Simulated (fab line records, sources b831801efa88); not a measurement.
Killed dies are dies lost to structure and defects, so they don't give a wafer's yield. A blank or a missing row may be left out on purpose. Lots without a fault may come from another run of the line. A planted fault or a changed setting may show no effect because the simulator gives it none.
Chamber matching | flow sky130 | SKY_VIA1_CMP_02 on cmp-02: 4 sister chambers
The step polishes SiO2. 8 wafers are shown with their chamber, then 9 later ones without.

WAFERS WITH THEIR CHAMBER
wafer  | chamber | motor_current_A (A) | retaining_ring_pressure_frac
L080.2 | 3       | 10.9                | 0.997
L084.2 | 2       | 11.2                | 0.991
L084.4 | 1       | 12.2                | 1.001
L087.2 | 1       | 12.0                | 0.986
L087.3 | 2       | 10.6                | 1.005
L089.1 | 0       | 13.6                | 1.000
L089.4 | 3       | 10.6                | 0.997
L089.6 | 0       | 12.6                | 1.002

WAFERS WITHOUT THEIR CHAMBER
wafer  | motor_current_A (A) | retaining_ring_pressure_frac
L094.4 | 10.4                | 1.005
L094.5 | 11.5                | 0.999
L094.6 | 12.4                | 1.005
L097.1 | 13.0                | 0.999
L097.3 | 10.5                | 1.004
L097.6 | 13.7                | 1.001
L096.4 | 10.4                | 1.007
L096.5 | 10.1                | 1.005
L096.6 | 11.2                | 1.000

WHICH CHAMBER EACH WENT THROUGH
wafer  | from the rows above          | in truth
L094.4 | can't be placed: 3 or 2      | 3
L094.5 | can't be placed: 2 or 1 or 3 | 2
L094.6 | can't be placed: 0 or 1 or 2 | 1
L097.1 | can't be placed: 0 or 1      | 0
L097.3 | can't be placed: 3 or 2      | 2
L097.6 | 0                            | 0
L096.4 | can't be placed: 3 or 2      | 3
L096.5 | can't be placed: 3 or 2      | 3
L096.6 | can't be placed: 2 or 3 or 1 | 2
Placed correctly: 1 of 9. Can't be placed from these rows: 8 (the true chamber is among the candidates in 8). Placed wrongly: 0.
How it was worked out, from the rows above alone: a wafer's distance from a chamber is the root of the sum, over the readings, of the square of ((its reading less the chamber's mean) divided by the reading's scatter). The wafer belongs to the nearest chamber; if the next one is less than 2 further off, it can't be placed. A chamber's mean is the mean of its shown wafers. The scatter: the root of (the sum of the squares of (reading less its chamber's mean) over the shown wafers, divided by (wafers less chambers)).
